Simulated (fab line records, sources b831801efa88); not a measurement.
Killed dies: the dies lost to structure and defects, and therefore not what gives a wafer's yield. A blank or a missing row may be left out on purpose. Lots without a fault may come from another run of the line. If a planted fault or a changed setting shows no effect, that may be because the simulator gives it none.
fab line records :: flow sky130
[record]
  lots = 14
  wafers = 42
  lastDay = 50
route steps=708 shown FIELD_ISO@26 PWDE@55 VT_ADJUST_LVTN@104 LDD_P@261
lots that met no fault: from a run of the same line without faults
startH: start of the lot's first displayed wafer, in hours after the record's first day :: waitH: hours since the lot's step before :: " unchanged from the row above :: L1.1+2: a row that stands for several wafers :: - no value, or no start given :: * or withheld: withheld :: < > ~ a bound
route shown NAME@n: NAME is a module with steps in the file, n the number in the route of the first one :: usual: mean and standard deviation over wafers with no fault :: same: alike in all rows :: chamber/n: place in a boat :: sites: per-site readings :: _std_site: the standard deviation of these :: _edge_site: mean of outer sites minus mean of inner sites :: radiusMm: how far each site lies from the wafer's centre :: mask NAME#n: copy n :: behind: the tool/chamber that last shaped the wafer :: hold: the reason the lot was held/the length of the hold in hours/how it ended :: device: whichever transistor did not switch (one of n, p or np) :: end of line: tests of these same wafers at the route's end :: where a step has no rows: the recipe by itself :: killed: at the first sort, the dies lost to defects and structure; wafer yield is something else :: map: per-die view of a wafer (x killed, . not killed, _ where there is no die)
set.NAME: the setting as run; set.NAME@STEP: as run at that earlier step :: model.NAME: the simulator's own value behind a step, which no gauge read
the route's steps for a sample of lots (tables are steps, rows are wafers)
[[steps]]
[step SKY_FIELD_ISO_THK_MEAS_25]
[recipe]
  reads = SiO2_of_FIELD_ISO_CVD_24
[usual]
  FIELD_ISO_CVD_24_THK = 594/4.9
lot.wafer: L161.1
tool: filmMetro-01
chamber: -
startH: 31.28
waitH: 0.0
FIELD_ISO_CVD_24_THK[nm]: 588

lot.wafer: L161.2
tool: filmMetro-01
chamber: -
startH: 31.28
waitH: 0.0
FIELD_ISO_CVD_24_THK[nm]: 589

lot.wafer: L161.3
tool: filmMetro-01
chamber: -
startH: 31.28
waitH: 0.0
FIELD_ISO_CVD_24_THK[nm]: 581

lot.wafer: L162.1
tool: filmMetro-03
chamber: -
startH: 37.42
waitH: 0.0
FIELD_ISO_CVD_24_THK[nm]: 597

lot.wafer: L162.2
tool: filmMetro-03
chamber: -
startH: 37.42
waitH: 0.0
FIELD_ISO_CVD_24_THK[nm]: 598

lot.wafer: L162.6
tool: filmMetro-03
chamber: -
startH: 37.42
waitH: 0.0
FIELD_ISO_CVD_24_THK[nm]: 591

lot.wafer: L163.2
tool: filmMetro-03
chamber: -
startH: 43.95
waitH: 0.0
FIELD_ISO_CVD_24_THK[nm]: 595

lot.wafer: L163.3
tool: filmMetro-03
chamber: -
startH: 43.95
waitH: 0.0
FIELD_ISO_CVD_24_THK[nm]: 604

lot.wafer: L163.5
tool: filmMetro-03
chamber: -
startH: 43.95
waitH: 0.0
FIELD_ISO_CVD_24_THK[nm]: 591

lot.wafer: L164.1
tool: filmMetro-04
chamber: -
startH: 47.92
waitH: 0.0
FIELD_ISO_CVD_24_THK[nm]: 603

lot.wafer: L164.3
tool: filmMetro-04
chamber: -
startH: 47.92
waitH: 0.0
FIELD_ISO_CVD_24_THK[nm]: 594

lot.wafer: L164.6
tool: filmMetro-04
chamber: -
startH: 47.92
waitH: 0.0
FIELD_ISO_CVD_24_THK[nm]: 592

lot.wafer: L167.1
tool: filmMetro-03
chamber: -
startH: 62.94
waitH: 0.0
FIELD_ISO_CVD_24_THK[nm]: 592

lot.wafer: L167.2
tool: filmMetro-03
chamber: -
startH: 62.94
waitH: 0.0
FIELD_ISO_CVD_24_THK[nm]: 596

lot.wafer: L167.4
tool: filmMetro-03
chamber: -
startH: 62.94
waitH: 0.0
FIELD_ISO_CVD_24_THK[nm]: 599

lot.wafer: L168.1
tool: filmMetro-03
chamber: -
startH: 70.00
waitH: 0.0
FIELD_ISO_CVD_24_THK[nm]: 592

lot.wafer: L168.4
tool: filmMetro-03
chamber: -
startH: 70.00
waitH: 0.0
FIELD_ISO_CVD_24_THK[nm]: 592

lot.wafer: L168.5
tool: filmMetro-03
chamber: -
startH: 70.00
waitH: 0.0
FIELD_ISO_CVD_24_THK[nm]: 591

lot.wafer: L169.1
tool: filmMetro-04
chamber: -
startH: 74.22
waitH: 0.0
FIELD_ISO_CVD_24_THK[nm]: 595

lot.wafer: L169.5
tool: filmMetro-04
chamber: -
startH: 74.22
waitH: 0.0
FIELD_ISO_CVD_24_THK[nm]: 595

lot.wafer: L169.6
tool: filmMetro-04
chamber: -
startH: 74.22
waitH: 0.0
FIELD_ISO_CVD_24_THK[nm]: 598

lot.wafer: L170.1
tool: filmMetro-04
chamber: -
startH: 77.83
waitH: 0.0
FIELD_ISO_CVD_24_THK[nm]: 593

lot.wafer: L170.4
tool: filmMetro-04
chamber: -
startH: 77.83
waitH: 0.0
FIELD_ISO_CVD_24_THK[nm]: 589

lot.wafer: L170.5
tool: filmMetro-04
chamber: -
startH: 77.83
waitH: 0.0
FIELD_ISO_CVD_24_THK[nm]: 594

lot.wafer: L171.1
tool: filmMetro-01
chamber: -
startH: 84.16
waitH: 0.0
FIELD_ISO_CVD_24_THK[nm]: 590

lot.wafer: L171.4
tool: filmMetro-01
chamber: -
startH: 84.16
waitH: 0.0
FIELD_ISO_CVD_24_THK[nm]: 592

lot.wafer: L171.6
tool: filmMetro-01
chamber: -
startH: 84.16
waitH: 0.0
FIELD_ISO_CVD_24_THK[nm]: 597

lot.wafer: L172.1
tool: filmMetro-04
chamber: -
startH: 91.90
waitH: 0.0
FIELD_ISO_CVD_24_THK[nm]: 600

lot.wafer: L172.4
tool: filmMetro-04
chamber: -
startH: 91.90
waitH: 0.0
FIELD_ISO_CVD_24_THK[nm]: 593

lot.wafer: L172.5
tool: filmMetro-04
chamber: -
startH: 91.90
waitH: 0.0
FIELD_ISO_CVD_24_THK[nm]: 591

lot.wafer: L180.1
tool: filmMetro-04
chamber: -
startH: 131.45
waitH: 0.0
FIELD_ISO_CVD_24_THK[nm]: 588

lot.wafer: L180.2
tool: filmMetro-04
chamber: -
startH: 131.45
waitH: 0.0
FIELD_ISO_CVD_24_THK[nm]: 584

lot.wafer: L180.4
tool: filmMetro-04
chamber: -
startH: 131.45
waitH: 0.0
FIELD_ISO_CVD_24_THK[nm]: 587

lot.wafer: L182.2
tool: filmMetro-04
chamber: -
startH: 141.35
waitH: 0.0
FIELD_ISO_CVD_24_THK[nm]: 597

lot.wafer: L182.5
tool: filmMetro-04
chamber: -
startH: 141.35
waitH: 0.0
FIELD_ISO_CVD_24_THK[nm]: 592

lot.wafer: L182.6
tool: filmMetro-04
chamber: -
startH: 141.35
waitH: 0.0
FIELD_ISO_CVD_24_THK[nm]: 594

lot.wafer: L181.3
tool: filmMetro-01
chamber: -
startH: 141.36
waitH: 0.1
FIELD_ISO_CVD_24_THK[nm]: 591

lot.wafer: L181.5
tool: filmMetro-01
chamber: -
startH: 141.36
waitH: 0.1
FIELD_ISO_CVD_24_THK[nm]: 594

lot.wafer: L181.6
tool: filmMetro-01
chamber: -
startH: 141.36
waitH: 0.1
FIELD_ISO_CVD_24_THK[nm]: 594

lot.wafer: L183.1
tool: filmMetro-01
chamber: -
startH: 144.49
waitH: 0.0
FIELD_ISO_CVD_24_THK[nm]: 598

lot.wafer: L183.2
tool: filmMetro-01
chamber: -
startH: 144.49
waitH: 0.0
FIELD_ISO_CVD_24_THK[nm]: 592

lot.wafer: L183.5
tool: filmMetro-01
chamber: -
startH: 144.49
waitH: 0.0
FIELD_ISO_CVD_24_THK[nm]: 604
[step SKY_PWDE_TW_MEAS_10]
[usual]
  PWDE_TW = 370/4
lot.wafer: L161.1
tool: filmMetro-02
chamber: -
startH: 66.57
waitH: 0.1
PWDE_TW: 372

lot.wafer: L161.2
tool: filmMetro-02
chamber: -
startH: 66.57
waitH: 0.1
PWDE_TW: 371

lot.wafer: L161.3
tool: filmMetro-02
chamber: -
startH: 66.57
waitH: 0.1
PWDE_TW: 374

lot.wafer: L162.1
tool: filmMetro-02
chamber: -
startH: 76.72
waitH: 0.1
PWDE_TW: 372

lot.wafer: L162.2
tool: filmMetro-02
chamber: -
startH: 76.72
waitH: 0.1
PWDE_TW: 371

lot.wafer: L162.6
tool: filmMetro-02
chamber: -
startH: 76.72
waitH: 0.1
PWDE_TW: 372

lot.wafer: L163.2
tool: filmMetro-03
chamber: -
startH: 82.10
waitH: 0.1
PWDE_TW: 366

lot.wafer: L163.3
tool: filmMetro-03
chamber: -
startH: 82.10
waitH: 0.1
PWDE_TW: 365

lot.wafer: L163.5
tool: filmMetro-03
chamber: -
startH: 82.10
waitH: 0.1
PWDE_TW: 367

lot.wafer: L164.1
tool: filmMetro-02
chamber: -
startH: 83.44
waitH: 0.1
PWDE_TW: 373

lot.wafer: L164.3
tool: filmMetro-02
chamber: -
startH: 83.44
waitH: 0.1
PWDE_TW: 371

lot.wafer: L164.6
tool: filmMetro-02
chamber: -
startH: 83.44
waitH: 0.1
PWDE_TW: 371

lot.wafer: L167.1
tool: filmMetro-01
chamber: -
startH: 103.57
waitH: 0.1
PWDE_TW: 375

lot.wafer: L167.2
tool: filmMetro-01
chamber: -
startH: 103.57
waitH: 0.1
PWDE_TW: 376

lot.wafer: L167.4
tool: filmMetro-01
chamber: -
startH: 103.57
waitH: 0.1
PWDE_TW: 375

lot.wafer: L168.1
tool: filmMetro-02
chamber: -
startH: 109.94
waitH: 0.1
PWDE_TW: 370

lot.wafer: L168.4
tool: filmMetro-02
chamber: -
startH: 109.94
waitH: 0.1
PWDE_TW: 370

lot.wafer: L168.5
tool: filmMetro-02
chamber: -
startH: 109.94
waitH: 0.1
PWDE_TW: 371

lot.wafer: L169.1
tool: filmMetro-03
chamber: -
startH: 112.54
waitH: 0.1
PWDE_TW: 367

lot.wafer: L169.5
tool: filmMetro-03
chamber: -
startH: 112.54
waitH: 0.1
PWDE_TW: 365

lot.wafer: L169.6
tool: filmMetro-03
chamber: -
startH: 112.54
waitH: 0.1
PWDE_TW: 366

lot.wafer: L170.1
tool: filmMetro-01
chamber: -
startH: 116.79
waitH: 0.1
PWDE_TW: 375

lot.wafer: L170.4
tool: filmMetro-01
chamber: -
startH: 116.79
waitH: 0.1
PWDE_TW: 375

lot.wafer: L170.5
tool: filmMetro-01
chamber: -
startH: 116.79
waitH: 0.1
PWDE_TW: 374

lot.wafer: L171.1
tool: filmMetro-03
chamber: -
startH: 126.84
waitH: 0.1
PWDE_TW: 368

lot.wafer: L171.4
tool: filmMetro-03
chamber: -
startH: 126.84
waitH: 0.1
PWDE_TW: 366

lot.wafer: L171.6
tool: filmMetro-03
chamber: -
startH: 126.84
waitH: 0.1
PWDE_TW: 367

lot.wafer: L172.1
tool: filmMetro-03
chamber: -
startH: 135.99
waitH: 0.1
PWDE_TW: 367

lot.wafer: L172.4
tool: filmMetro-03
chamber: -
startH: 135.99
waitH: 0.1
PWDE_TW: 366

lot.wafer: L172.5
tool: filmMetro-03
chamber: -
startH: 135.99
waitH: 0.1
PWDE_TW: 365

lot.wafer: L180.1
tool: filmMetro-03
chamber: -
startH: 181.39
waitH: 0.1
PWDE_TW: 362

lot.wafer: L180.2
tool: filmMetro-03
chamber: -
startH: 181.39
waitH: 0.1
PWDE_TW: 365

lot.wafer: L180.4
tool: filmMetro-03
chamber: -
startH: 181.39
waitH: 0.1
PWDE_TW: 364

lot.wafer: L182.2
tool: filmMetro-02
chamber: -
startH: 190.15
waitH: 0.1
PWDE_TW: 368

lot.wafer: L182.5
tool: filmMetro-02
chamber: -
startH: 190.15
waitH: 0.1
PWDE_TW: 369

lot.wafer: L182.6
tool: filmMetro-02
chamber: -
startH: 190.15
waitH: 0.1
PWDE_TW: 368

lot.wafer: L181.3
tool: filmMetro-03
chamber: -
startH: 190.34
waitH: 0.1
PWDE_TW: 364

lot.wafer: L181.5
tool: filmMetro-03
chamber: -
startH: 190.34
waitH: 0.1
PWDE_TW: 365

lot.wafer: L181.6
tool: filmMetro-03
chamber: -
startH: 190.34
waitH: 0.1
PWDE_TW: 366

lot.wafer: L183.1
tool: filmMetro-03
chamber: -
startH: 192.44
waitH: 0.1
PWDE_TW: 367

lot.wafer: L183.2
tool: filmMetro-03
chamber: -
startH: 192.44
waitH: 0.1
PWDE_TW: 369

lot.wafer: L183.5
tool: filmMetro-03
chamber: -
startH: 192.44
waitH: 0.1
PWDE_TW: 366
[step SKY_VT_ADJUST_LVTN_OVL_MEAS_07]
[usual]
  VT_ADJUST_LVTN_OVL = -0.3/1.4
lot.wafer: L161.1
tool: overlay-02
chamber: -
startH: 137.49
waitH: -
VT_ADJUST_LVTN_OVL[nm]: 1.3

lot.wafer: L161.2
tool: overlay-02
chamber: -
startH: 137.49
waitH: -
VT_ADJUST_LVTN_OVL[nm]: 1.5

lot.wafer: L161.3
tool: overlay-02
chamber: -
startH: 137.49
waitH: -
VT_ADJUST_LVTN_OVL[nm]: 1.6

lot.wafer: L162.1
tool: overlay-02
chamber: -
startH: 148.19
waitH: -
VT_ADJUST_LVTN_OVL[nm]: -0.7

lot.wafer: L162.2
tool: overlay-02
chamber: -
startH: 148.19
waitH: -
VT_ADJUST_LVTN_OVL[nm]: 0.8

lot.wafer: L162.6
tool: overlay-02
chamber: -
startH: 148.19
waitH: -
VT_ADJUST_LVTN_OVL[nm]: -0.3

lot.wafer: L163.2
tool: overlay-01
chamber: -
startH: 155.60
waitH: -
VT_ADJUST_LVTN_OVL[nm]: -1.7

lot.wafer: L163.3
tool: overlay-01
chamber: -
startH: 155.60
waitH: -
VT_ADJUST_LVTN_OVL[nm]: 0.0

lot.wafer: L163.5
tool: overlay-01
chamber: -
startH: 155.60
waitH: -
VT_ADJUST_LVTN_OVL[nm]: 0.2

lot.wafer: L164.1
tool: overlay-01
chamber: -
startH: 157.94
waitH: -
VT_ADJUST_LVTN_OVL[nm]: -1.9

lot.wafer: L164.3
tool: overlay-01
chamber: -
startH: 157.94
waitH: -
VT_ADJUST_LVTN_OVL[nm]: 1.0

lot.wafer: L164.6
tool: overlay-01
chamber: -
startH: 157.94
waitH: -
VT_ADJUST_LVTN_OVL[nm]: 0.8

lot.wafer: L167.1
tool: overlay-01
chamber: -
startH: 179.79
waitH: -
VT_ADJUST_LVTN_OVL[nm]: 1.5

lot.wafer: L167.2
tool: overlay-01
chamber: -
startH: 179.79
waitH: -
VT_ADJUST_LVTN_OVL[nm]: -0.5

lot.wafer: L167.4
tool: overlay-01
chamber: -
startH: 179.79
waitH: -
VT_ADJUST_LVTN_OVL[nm]: -0.7

lot.wafer: L168.1
tool: overlay-02
chamber: -
startH: 188.49
waitH: -
VT_ADJUST_LVTN_OVL[nm]: -1.0

lot.wafer: L168.4
tool: overlay-02
chamber: -
startH: 188.49
waitH: -
VT_ADJUST_LVTN_OVL[nm]: -0.1

lot.wafer: L168.5
tool: overlay-02
chamber: -
startH: 188.49
waitH: -
VT_ADJUST_LVTN_OVL[nm]: -1.0

lot.wafer: L169.1
tool: overlay-02
chamber: -
startH: 190.79
waitH: -
VT_ADJUST_LVTN_OVL[nm]: 2.1

lot.wafer: L169.5
tool: overlay-02
chamber: -
startH: 190.79
waitH: -
VT_ADJUST_LVTN_OVL[nm]: -0.7

lot.wafer: L169.6
tool: overlay-02
chamber: -
startH: 190.79
waitH: -
VT_ADJUST_LVTN_OVL[nm]: -2.5

lot.wafer: L170.1
tool: overlay-01
chamber: -
startH: 196.58
waitH: -
VT_ADJUST_LVTN_OVL[nm]: -1.1

lot.wafer: L170.4
tool: overlay-01
chamber: -
startH: 196.58
waitH: -
VT_ADJUST_LVTN_OVL[nm]: -0.1

lot.wafer: L170.5
tool: overlay-01
chamber: -
startH: 196.58
waitH: -
VT_ADJUST_LVTN_OVL[nm]: -0.6

lot.wafer: L171.1
tool: overlay-01
chamber: -
startH: 208.54
waitH: -
VT_ADJUST_LVTN_OVL[nm]: -0.4

lot.wafer: L171.4
tool: overlay-01
chamber: -
startH: 208.54
waitH: -
VT_ADJUST_LVTN_OVL[nm]: -1.2

lot.wafer: L171.6
tool: overlay-01
chamber: -
startH: 208.54
waitH: -
VT_ADJUST_LVTN_OVL[nm]: -1.8

lot.wafer: L172.1
tool: overlay-01
chamber: -
startH: 219.08
waitH: -
VT_ADJUST_LVTN_OVL[nm]: -0.9

lot.wafer: L172.4
tool: overlay-01
chamber: -
startH: 219.08
waitH: -
VT_ADJUST_LVTN_OVL[nm]: -0.8

lot.wafer: L172.5
tool: overlay-01
chamber: -
startH: 219.08
waitH: -
VT_ADJUST_LVTN_OVL[nm]: 0.2

lot.wafer: L180.1
tool: overlay-01
chamber: -
startH: 274.09
waitH: -
VT_ADJUST_LVTN_OVL[nm]: -1.0

lot.wafer: L180.2
tool: overlay-01
chamber: -
startH: 274.09
waitH: -
VT_ADJUST_LVTN_OVL[nm]: 0.9

lot.wafer: L180.4
tool: overlay-01
chamber: -
startH: 274.09
waitH: -
VT_ADJUST_LVTN_OVL[nm]: -1.9

lot.wafer: L182.2
tool: overlay-02
chamber: -
startH: 281.36
waitH: -
VT_ADJUST_LVTN_OVL[nm]: -0.3

lot.wafer: L182.5
tool: overlay-02
chamber: -
startH: 281.36
waitH: -
VT_ADJUST_LVTN_OVL[nm]: -0.5

lot.wafer: L182.6
tool: overlay-02
chamber: -
startH: 281.36
waitH: -
VT_ADJUST_LVTN_OVL[nm]: -0.9

lot.wafer: L181.3
tool: overlay-01
chamber: -
startH: 281.72
waitH: -
VT_ADJUST_LVTN_OVL[nm]: 0.2

lot.wafer: L181.5
tool: overlay-01
chamber: -
startH: 281.72
waitH: -
VT_ADJUST_LVTN_OVL[nm]: -1.3

lot.wafer: L181.6
tool: overlay-01
chamber: -
startH: 281.72
waitH: -
VT_ADJUST_LVTN_OVL[nm]: 0.8

lot.wafer: L183.1
tool: overlay-02
chamber: -
startH: 286.38
waitH: -
VT_ADJUST_LVTN_OVL[nm]: 1.0

lot.wafer: L183.2
tool: overlay-02
chamber: -
startH: 286.38
waitH: -
VT_ADJUST_LVTN_OVL[nm]: -1.2

lot.wafer: L183.5
tool: overlay-02
chamber: -
startH: 286.38
waitH: -
VT_ADJUST_LVTN_OVL[nm]: -0.2
[step SKY_LDD_P_DEVELOP_06]
[recipe]
  resist = NOVOLAK
  developer = TMAH
  developTimeS = 60
  devTempC = 23
[usual]
  resistLineTempC = 23.01/0.085
lot.wafer: L161.1
tool: lithoTrack-04
chamber: 0
startH: 424.31
waitH: 0.1
resistLineTempC: 23.05

lot.wafer: L161.2
tool: lithoTrack-04
chamber: 0
startH: 424.31
waitH: 0.1
resistLineTempC: 22.96

lot.wafer: L161.3
tool: lithoTrack-04
chamber: 0
startH: 424.31
waitH: 0.1
resistLineTempC: 23.09

lot.wafer: L162.1
tool: lithoTrack-03
chamber: 0
startH: 439.38
waitH: 0.1
resistLineTempC: 23.08

lot.wafer: L162.2
tool: lithoTrack-03
chamber: 0
startH: 439.38
waitH: 0.1
resistLineTempC: 22.96

lot.wafer: L162.6
tool: lithoTrack-03
chamber: 0
startH: 439.38
waitH: 0.1
resistLineTempC: 22.95

lot.wafer: L164.1
tool: lithoTrack-03
chamber: 0
startH: 456.18
waitH: 0.1
resistLineTempC: 22.94

lot.wafer: L164.3
tool: lithoTrack-03
chamber: 0
startH: 456.18
waitH: 0.1
resistLineTempC: 22.88

lot.wafer: L164.6
tool: lithoTrack-03
chamber: 0
startH: 456.18
waitH: 0.1
resistLineTempC: 23.01

lot.wafer: L163.2
tool: lithoTrack-02
chamber: 0
startH: 456.56
waitH: 0.1
resistLineTempC: 23.02

lot.wafer: L163.3
tool: lithoTrack-02
chamber: 0
startH: 456.56
waitH: 0.1
resistLineTempC: 22.86

lot.wafer: L163.5
tool: lithoTrack-02
chamber: 0
startH: 456.56
waitH: 0.1
resistLineTempC: 22.97

lot.wafer: L167.1
tool: lithoTrack-02
chamber: 0
startH: 491.64
waitH: 0.1
resistLineTempC: 23.02

lot.wafer: L167.2
tool: lithoTrack-02
chamber: 0
startH: 491.64
waitH: 0.1
resistLineTempC: 23.00

lot.wafer: L167.4
tool: lithoTrack-02
chamber: 0
startH: 491.64
waitH: 0.1
resistLineTempC: 23.11

lot.wafer: L168.1
tool: lithoTrack-04
chamber: 0
startH: 498.86
waitH: 0.1
resistLineTempC: 23.02

lot.wafer: L168.4
tool: lithoTrack-04
chamber: 0
startH: 498.86
waitH: 0.1
resistLineTempC: 22.94

lot.wafer: L168.5
tool: lithoTrack-04
chamber: 0
startH: 498.86
waitH: 0.1
resistLineTempC: 22.94

lot.wafer: L169.1
tool: lithoTrack-04
chamber: 0
startH: 503.06
waitH: 0.1
resistLineTempC: 22.96

lot.wafer: L169.5
tool: lithoTrack-04
chamber: 0
startH: 503.06
waitH: 0.1
resistLineTempC: 23.03

lot.wafer: L169.6
tool: lithoTrack-04
chamber: 0
startH: 503.06
waitH: 0.1
resistLineTempC: 23.08

lot.wafer: L170.1
tool: lithoTrack-03
chamber: 0
startH: 511.08
waitH: 0.1
resistLineTempC: 23.03

lot.wafer: L170.4
tool: lithoTrack-03
chamber: 0
startH: 511.08
waitH: 0.1
resistLineTempC: 22.97

lot.wafer: L170.5
tool: lithoTrack-03
chamber: 0
startH: 511.08
waitH: 0.1
resistLineTempC: 23.00

lot.wafer: L171.1
tool: lithoTrack-04
chamber: 0
startH: 524.96
waitH: 0.1
resistLineTempC: 22.94

lot.wafer: L171.4
tool: lithoTrack-04
chamber: 0
startH: 524.96
waitH: 0.1
resistLineTempC: 22.71

lot.wafer: L171.6
tool: lithoTrack-04
chamber: 0
startH: 524.96
waitH: 0.1
resistLineTempC: 22.91

lot.wafer: L172.1
tool: lithoTrack-04
chamber: 0
startH: 537.91
waitH: 0.1
resistLineTempC: 22.94

lot.wafer: L172.4
tool: lithoTrack-04
chamber: 0
startH: 537.91
waitH: 0.1
resistLineTempC: 22.86

lot.wafer: L172.5
tool: lithoTrack-04
chamber: 0
startH: 537.91
waitH: 0.1
resistLineTempC: 22.94

lot.wafer: L180.1
tool: lithoTrack-04
chamber: 0
startH: 605.11
waitH: 0.1
resistLineTempC: 23.03

lot.wafer: L180.2
tool: lithoTrack-04
chamber: 0
startH: 605.11
waitH: 0.1
resistLineTempC: 22.92

lot.wafer: L180.4
tool: lithoTrack-04
chamber: 0
startH: 605.11
waitH: 0.1
resistLineTempC: 23.04

lot.wafer: L182.2
tool: lithoTrack-04
chamber: 0
startH: 611.93
waitH: 0.1
resistLineTempC: 22.97

lot.wafer: L182.5
tool: lithoTrack-04
chamber: 0
startH: 611.93
waitH: 0.1
resistLineTempC: 22.92

lot.wafer: L182.6
tool: lithoTrack-04
chamber: 0
startH: 611.93
waitH: 0.1
resistLineTempC: 23.01

lot.wafer: L181.3
tool: lithoTrack-03
chamber: 0
startH: 616.73
waitH: 0.1
resistLineTempC: 22.97

lot.wafer: L181.5
tool: lithoTrack-03
chamber: 0
startH: 616.73
waitH: 0.1
resistLineTempC: 23.06

lot.wafer: L181.6
tool: lithoTrack-03
chamber: 0
startH: 616.73
waitH: 0.1
resistLineTempC: 23.01

lot.wafer: L183.1
tool: lithoTrack-03
chamber: 0
startH: 624.53
waitH: 0.1
resistLineTempC: 23.03

lot.wafer: L183.2
tool: lithoTrack-03
chamber: 0
startH: 624.53
waitH: 0.1
resistLineTempC: 23.04

lot.wafer: L183.5
tool: lithoTrack-03
chamber: 0
startH: 624.53
waitH: 0.1
resistLineTempC: 23.10
[step SKY_LDD_P_CD_MEAS_07]
[recipe]
  targetCdNm = 380
[usual]
  cdNm = 379.6/2.3
lot.wafer: L161.1
tool: cdSem-01
chamber: -
startH: 424.46
waitH: 0.1
cdNm: 382.6

lot.wafer: L161.2
tool: cdSem-01
chamber: -
startH: 424.46
waitH: 0.1
cdNm: 380.6

lot.wafer: L161.3
tool: cdSem-01
chamber: -
startH: 424.46
waitH: 0.1
cdNm: 381.8

lot.wafer: L162.1
tool: cdSem-01
chamber: -
startH: 439.62
waitH: 0.2
cdNm: 376.4

lot.wafer: L162.2
tool: cdSem-01
chamber: -
startH: 439.62
waitH: 0.2
cdNm: 378.4

lot.wafer: L162.6
tool: cdSem-01
chamber: -
startH: 439.62
waitH: 0.2
cdNm: 379.5

lot.wafer: L164.1
tool: cdSem-01
chamber: -
startH: 456.33
waitH: 0.1
cdNm: 379.0

lot.wafer: L164.3
tool: cdSem-01
chamber: -
startH: 456.33
waitH: 0.1
cdNm: 377.2

lot.wafer: L164.6
tool: cdSem-01
chamber: -
startH: 456.33
waitH: 0.1
cdNm: 378.1

lot.wafer: L163.2
tool: cdSem-02
chamber: -
startH: 456.71
waitH: 0.1
cdNm: 376.5

lot.wafer: L163.3
tool: cdSem-02
chamber: -
startH: 456.71
waitH: 0.1
cdNm: 377.8

lot.wafer: L163.5
tool: cdSem-02
chamber: -
startH: 456.71
waitH: 0.1
cdNm: 375.0

lot.wafer: L167.1
tool: cdSem-01
chamber: -
startH: 491.79
waitH: 0.1
cdNm: 379.6

lot.wafer: L167.2
tool: cdSem-01
chamber: -
startH: 491.79
waitH: 0.1
cdNm: 379.7

lot.wafer: L167.4
tool: cdSem-01
chamber: -
startH: 491.79
waitH: 0.1
cdNm: 379.2

lot.wafer: L168.1
tool: cdSem-01
chamber: -
startH: 499.01
waitH: 0.1
cdNm: 381.9

lot.wafer: L168.4
tool: cdSem-01
chamber: -
startH: 499.01
waitH: 0.1
cdNm: 383.0

lot.wafer: L168.5
tool: cdSem-01
chamber: -
startH: 499.01
waitH: 0.1
cdNm: 384.3

lot.wafer: L169.1
tool: cdSem-02
chamber: -
startH: 503.21
waitH: 0.1
cdNm: 379.8

lot.wafer: L169.5
tool: cdSem-02
chamber: -
startH: 503.21
waitH: 0.1
cdNm: 377.0

lot.wafer: L169.6
tool: cdSem-02
chamber: -
startH: 503.21
waitH: 0.1
cdNm: 376.8

lot.wafer: L170.1
tool: cdSem-02
chamber: -
startH: 511.23
waitH: 0.1
cdNm: 380.1

lot.wafer: L170.4
tool: cdSem-02
chamber: -
startH: 511.23
waitH: 0.1
cdNm: 385.1

lot.wafer: L170.5
tool: cdSem-02
chamber: -
startH: 511.23
waitH: 0.1
cdNm: 382.0

lot.wafer: L171.1
tool: cdSem-02
chamber: -
startH: 525.11
waitH: 0.1
cdNm: 383.9

lot.wafer: L171.4
tool: cdSem-02
chamber: -
startH: 525.11
waitH: 0.1
cdNm: 386.7

lot.wafer: L171.6
tool: cdSem-02
chamber: -
startH: 525.11
waitH: 0.1
cdNm: 386.8

lot.wafer: L172.1
tool: cdSem-01
chamber: -
startH: 538.06
waitH: 0.1
cdNm: 388.5

lot.wafer: L172.4
tool: cdSem-01
chamber: -
startH: 538.06
waitH: 0.1
cdNm: 389.9

lot.wafer: L172.5
tool: cdSem-01
chamber: -
startH: 538.06
waitH: 0.1
cdNm: 391.0

lot.wafer: L180.1
tool: cdSem-02
chamber: -
startH: 605.26
waitH: 0.1
cdNm: 379.5

lot.wafer: L180.2
tool: cdSem-02
chamber: -
startH: 605.26
waitH: 0.1
cdNm: 377.9

lot.wafer: L180.4
tool: cdSem-02
chamber: -
startH: 605.26
waitH: 0.1
cdNm: 380.1

lot.wafer: L182.2
tool: cdSem-01
chamber: -
startH: 612.08
waitH: 0.1
cdNm: 378.6

lot.wafer: L182.5
tool: cdSem-01
chamber: -
startH: 612.08
waitH: 0.1
cdNm: 377.0

lot.wafer: L182.6
tool: cdSem-01
chamber: -
startH: 612.08
waitH: 0.1
cdNm: 376.5

lot.wafer: L181.3
tool: cdSem-01
chamber: -
startH: 616.87
waitH: 0.1
cdNm: 378.5

lot.wafer: L181.5
tool: cdSem-01
chamber: -
startH: 616.87
waitH: 0.1
cdNm: 378.8

lot.wafer: L181.6
tool: cdSem-01
chamber: -
startH: 616.87
waitH: 0.1
cdNm: 375.4

lot.wafer: L183.1
tool: cdSem-01
chamber: -
startH: 624.68
waitH: 0.1
cdNm: 382.8

lot.wafer: L183.2
tool: cdSem-01
chamber: -
startH: 624.68
waitH: 0.1
cdNm: 384.6

lot.wafer: L183.5
tool: cdSem-01
chamber: -
startH: 624.68
waitH: 0.1
cdNm: 383.6
[[key]]
[firstSign]
  step = SKY_LDD_P_CD_MEAS_07
  reading = cdNm
  direction = up
  sigmas = 3.6
  usual = 379.6
  struck = 387.8
effect none on later readings
metAt SKY_LDD_P_DEVELOP_06
struckLots L171,L172
testerLeftOut L171,L172
notActingAt SKY_FIELD_ISO_THK_MEAS_25,SKY_PWDE_TW_MEAS_10,SKY_VT_ADJUST_LVTN_OVL_MEAS_07
onsetBetween 503.06 524.96
[fault]
  kind = processParameterDrift
  tool = lithoTrack-04
  chamber = -
  onsetH = 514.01
  steps = SKY_LDD_P_DEVELOP_06
  channel = developTimeS
  offset = *
  shape = step
  endH = 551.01
  actsIn = *
  stated = *
// testerLeftOut: of these lots the tester's yield and bins aren't shown, on N5 and GAA mostly nor the transistor test; their killed dies are dies lost to structure and defects alone, not to doping, threshold or leakage, so they don't give the yield
